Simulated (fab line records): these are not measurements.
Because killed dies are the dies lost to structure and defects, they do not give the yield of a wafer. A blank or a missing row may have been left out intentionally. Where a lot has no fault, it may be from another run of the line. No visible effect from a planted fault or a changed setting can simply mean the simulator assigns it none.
What tool caused it? | flow gf180mcu | 72 wafers from 24 lots sampled at 5 of the route's 602 steps

## WHAT THE GAUGES READ, wafer by wafer
GF_STI_CD_MEAS_12 targets a cd of 220 nm.
lot  | measured    | on        | cd nm (nm)
L074 | day 2 00:07 | cd sem-02 | 221.1 220.9 221.0
L075 | day 2 09:58 | cd sem-01 | 219.0 218.8 219.0
L076 | day 2 11:59 | cd sem-01 | 220.3 219.7 221.1
L077 | day 2 16:39 | cd sem-02 | 219.7 219.3 218.8
L078 | day 2 23:14 | cd sem-02 | 220.4 219.1 219.7
L079 | day 3 05:26 | cd sem-02 | 221.3 220.8 220.7
L080 | day 3 07:32 | cd sem-02 | 221.9 222.3 222.5
L081 | day 3 12:59 | cd sem-01 | 221.8 221.8 223.0
L082 | day 3 19:59 | cd sem-02 | 220.9 221.1 222.4
L083 | day 4 01:38 | cd sem-02 | 223.2 222.3 221.8
L084 | day 4 05:32 | cd sem-01 | 219.8 220.3 219.3
L085 | day 4 10:15 | cd sem-02 | 220.3 220.5 220.2
L086 | day 4 14:50 | cd sem-01 | 219.6 220.9 219.8
L087 | day 4 20:58 | cd sem-02 | 220.8 219.7 219.3
L088 | day 5 01:50 | cd sem-02 | 220.8 220.9 221.3
L089 | day 5 06:02 | cd sem-02 | 221.9 219.8 219.9
L090 | day 5 12:01 | cd sem-01 | 219.2 221.0 219.6
L091 | day 5 16:37 | cd sem-01 | 218.9 219.1 219.7
L092 | day 5 21:50 | cd sem-01 | 218.4 220.2 218.5
L093 | day 6 03:26 | cd sem-01 | 217.0 218.3 217.4
L094 | day 6 08:06 | cd sem-02 | 222.2 222.2 222.2
L095 | day 6 13:26 | cd sem-02 | 218.9 218.5 218.7
L096 | day 6 19:12 | cd sem-01 | 221.7 220.9 220.1
L097 | day 6 23:23 | cd sem-01 | 219.5 219.2 219.9

GF_CONTACT_BOW_MEAS_05.
lot  | measured     | on            | CONTACT_BOW (um)
L074 | day 15 00:25 | film metro-02 | 71 53 80
L075 | day 15 19:41 | film metro-01 | 78 65 77
L076 | day 15 23:11 | film metro-01 | 60 74 60
L077 | day 16 02:06 | film metro-01 | 63 59 67
L078 | day 16 20:15 | film metro-02 | 66 72 67
L079 | day 17 10:53 | film metro-02 | 64 62 68
L080 | day 17 08:19 | film metro-02 | 76 69 65
L081 | day 17 18:37 | film metro-04 | 70 62 63
L082 | day 18 03:47 | film metro-02 | 73 71 68
L083 | day 18 14:59 | film metro-02 | 65 74 56
L084 | day 18 20:58 | film metro-01 | 58 68 67
L085 | day 19 06:35 | film metro-04 | 56 64 62
L086 | day 19 15:25 | film metro-01 | 59 68 68
L087 | day 19 23:26 | film metro-02 | 58 74 58
L088 | day 20 06:50 | film metro-02 | 75 67 69
L089 | day 20 13:32 | film metro-02 | 56 61 62
L090 | day 20 22:46 | film metro-04 | 64 56 62
L091 | day 21 06:31 | film metro-02 | 62 70 70
L092 | day 21 18:53 | film metro-02 | 83 64 69
L093 | day 21 23:55 | film metro-01 | 73 64 65
L094 | day 22 05:55 | film metro-02 | 64 67 65
L095 | day 22 14:37 | film metro-04 | 67 66 75
L096 | day 22 22:15 | film metro-02 | 63 65 65
L097 | day 23 06:46 | film metro-02 | 61 65 67

GF_V4_OVL_MEAS_15.
lot  | measured     | on         | V4_OVL (nm)
L074 | day 24 05:49 | overlay-02 | 10 2 7
L075 | day 25 03:07 | overlay-02 | -7 4 6
L076 | day 25 05:22 | overlay-02 | -3 -10 4
L077 | day 25 07:53 | overlay-02 | -2 0 6
L078 | day 26 02:40 | overlay-02 | 1 0 -8
L079 | day 26 15:53 | overlay-01 | 1 -6 1
L080 | day 26 12:37 | overlay-02 | -4 6 -5
L081 | day 26 21:43 | overlay-01 | 3 5 0
L082 | day 27 06:22 | overlay-01 | -5 2 -1
L083 | day 27 16:52 | overlay-01 | -2 -3 -2
L084 | day 27 20:40 | overlay-01 | -6 2 -4
L085 | day 28 04:31 | overlay-02 | -1 5 -1
L086 | day 28 11:52 | overlay-02 | 1 0 -6
L087 | day 28 17:10 | overlay-02 | -3 -1 -7
L088 | day 28 23:45 | overlay-02 | 6 5 3
L089 | day 29 03:57 | overlay-01 | -3 -6 6
L090 | day 29 13:09 | overlay-01 | 2 -6 3
L091 | day 29 19:49 | overlay-01 | 1 3 3
L092 | day 30 03:43 | overlay-01 | -1 1 1
L093 | day 30 08:38 | overlay-01 | 4 -8 6
L094 | day 30 14:35 | overlay-01 | -7 7 -7
L095 | day 30 20:37 | overlay-01 | -2 12 15
L096 | day 31 01:58 | overlay-02 | 4 0 0
L097 | day 31 07:58 | overlay-02 | 6 3 -2

## TOOL THAT RAN EACH LOT (tool first, then ch and the chambers of the sampled wafers, then the start)
lot  | GF_V3_ETCH_16                      | GF_V4_CVD_02
L074 | rie diel-01 ch 1,2,3, day 22 05:34 | pecvd-02 ch 1,2, day 23 07:10
L075 | rie diel-01 ch 1,2,3, day 23 03:14 | pecvd-01 ch 0,2, day 24 04:24
L076 | rie diel-04 ch 0,1,3, day 23 05:55 | pecvd-02 ch 0,2, day 24 06:34
L077 | rie diel-01 ch 2,3, day 23 08:41   | pecvd-02 ch 0,2, day 24 09:44
L078 | rie diel-01 ch 0,3, day 24 03:45   | pecvd-04 ch 0,1,2, day 25 04:50
L079 | rie diel-03 ch 1,3, day 24 17:46   | pecvd-02 ch 0,1, day 25 18:08
L080 | rie diel-04 ch 0,1,2, day 24 14:02 | pecvd-04 ch 0,1,2, day 25 14:37
L081 | rie diel-01 ch 2,3, day 25 00:58   | pecvd-01 ch 0,2, day 26 00:14
L082 | rie diel-03 ch 0,1,3, day 25 09:37 | pecvd-02 ch 0,1, day 26 09:24
L083 | rie diel-03 ch 0,1,2, day 25 19:41 | pecvd-04 ch 0,1,2, day 26 19:25
L084 | rie diel-03 ch 1,2,3, day 25 23:59 | pecvd-02 ch 0,1,2, day 26 23:56
L085 | rie diel-04 ch 1,3, day 26 08:40   | pecvd-04 ch 0,1, day 27 08:08
L086 | rie diel-01 ch 0,1, day 26 16:25   | pecvd-01 ch 0,2, day 27 15:34
L087 | rie diel-03 ch 0,1,3, day 26 22:07 | pecvd-02 ch 0,1,2, day 27 21:25
L088 | rie diel-03 ch 0,1,3, day 27 05:19 | pecvd-02 ch 0,1,2, day 28 03:05
L089 | rie diel-01 ch 0,3, day 27 10:16   | pecvd-04 ch 0,1,2, day 28 08:35
L090 | rie diel-01 ch 0,1,2, day 27 19:02 | pecvd-04 ch 0,1,2, day 28 17:02
L091 | rie diel-03 ch 0,2, day 28 01:55   | pecvd-01 ch 0,1,2, day 29 00:14
L092 | rie diel-04 ch 0,1,2, day 28 10:56 | pecvd-02 ch 0,2, day 29 08:16
L093 | rie diel-04 ch 0,3, day 28 15:40   | pecvd-04 ch 1,2, day 29 13:39
L094 | rie diel-03 ch 0,3, day 28 21:22   | pecvd-04 ch 0,1,2, day 29 19:19
L095 | rie diel-03 ch 2,3, day 29 03:52   | pecvd-02 ch 1,2, day 30 01:23
L096 | rie diel-01 ch 1,2,3, day 29 09:34 | pecvd-02 ch 0,2, day 30 07:05
L097 | rie diel-01 ch 0,2,3, day 29 16:01 | pecvd-04 ch 0,1,2, day 30 13:14
- GF_V3_ETCH_16: etches BARC in N2/H2.
- GF_V4_CVD_02: deposits SiO2 from TEOS, target thk 850 nm, time 94.851 s.

## WHAT THE TOOLS THEMSELVES READ (means of the sampled wafers that have a number; where no wafer has one, the mark that the record gives instead)
GF_V3_ETCH_16.
lot  | tool        | drypump motor current A (A) | oes product au (a.u.) | throttle valve pct (%)
L074 | rie diel-01 | 5.7                         | 0.854                 | 13.221
L075 | rie diel-01 | 5.7                         | 0.855                 | 13.224
L076 | rie diel-04 | 5.7                         | 0.855                 | 13.231
L077 | rie diel-01 | 5.9                         | 0.855                 | 13.218
L078 | rie diel-01 | 5.9                         | 0.852                 | 13.230
L079 | rie diel-03 | 5.7                         | 0.858                 | 13.230
L080 | rie diel-04 | 5.5                         | 0.857                 | 13.231
L081 | rie diel-01 | 5.9                         | 0.861                 | 13.220
L082 | rie diel-03 | 5.6                         | 0.853                 | 13.237
L083 | rie diel-03 | 5.9                         | 0.848                 | 13.232
L084 | rie diel-03 | 5.9                         | 0.850                 | 13.237
L085 | rie diel-04 | 6.1                         | 0.854                 | 13.219
L086 | rie diel-01 | 5.6                         | 0.851                 | 13.237
L087 | rie diel-03 | 5.7                         | 0.854                 | 13.222
L088 | rie diel-03 | 5.7                         | 0.848                 | 13.223
L089 | rie diel-01 | 5.9                         | 0.853                 | 13.229
L090 | rie diel-01 | 5.5                         | 0.853                 | 13.224
L091 | rie diel-03 | 6.1                         | 0.854                 | 13.235
L092 | rie diel-04 | 5.5                         | 0.854                 | 13.223
L093 | rie diel-04 | 5.7                         | 0.858                 | 13.240
L094 | rie diel-03 | 5.7                         | 0.851                 | 13.232
L095 | rie diel-03 | 5.9                         | 0.858                 | 13.225
L096 | rie diel-01 | 5.7                         | 0.853                 | 13.218
L097 | rie diel-01 | 5.8                         | 0.854                 | 13.221

GF_V4_CVD_02.
lot  | tool     | heater power w (W)
L074 | pecvd-02 | 717
L075 | pecvd-01 | 757
L076 | pecvd-02 | 668
L077 | pecvd-02 | 691
L078 | pecvd-04 | 748
L079 | pecvd-02 | 748
L080 | pecvd-04 | 659
L081 | pecvd-01 | 695
L082 | pecvd-02 | 673
L083 | pecvd-04 | 682
L084 | pecvd-02 | 672
L085 | pecvd-04 | 655
L086 | pecvd-01 | 705
L087 | pecvd-02 | 648
L088 | pecvd-02 | 651
L089 | pecvd-04 | 710
L090 | pecvd-04 | 703
L091 | pecvd-01 | 654
L092 | pecvd-02 | 720
L093 | pecvd-04 | 769
L094 | pecvd-04 | 657
L095 | pecvd-02 | 682
L096 | pecvd-02 | 697
L097 | pecvd-04 | 729

## THE ANSWER, worked out from the rows above alone
Rule: what is usual is taken from the lots themselves. Put in order of their means at a reading, lots are off if they are a third of the lots or fewer, leave a main group of 4 or more, and stand apart from it by a gap of 3 or more times the standard deviation of the main group's means; of several such gaps the widest counts. If all means in a main group match to the digits the tables above print for the reading, that group is not used. A lot without any number at a reading at which 4 lots or more have one is off too. All remaining lots with rows at the step are treated as sound. Order of review: gauges by route order, followed by the tools' own readings, for which a lot's mean as printed above is used. At the first step where some lot is off, the reading lying furthest off is the one used; lots without a number count as furthest.
No lot is off at any reading shown: from this, nothing can be told.

## WHAT THE SIMULATOR HAD INSERTED
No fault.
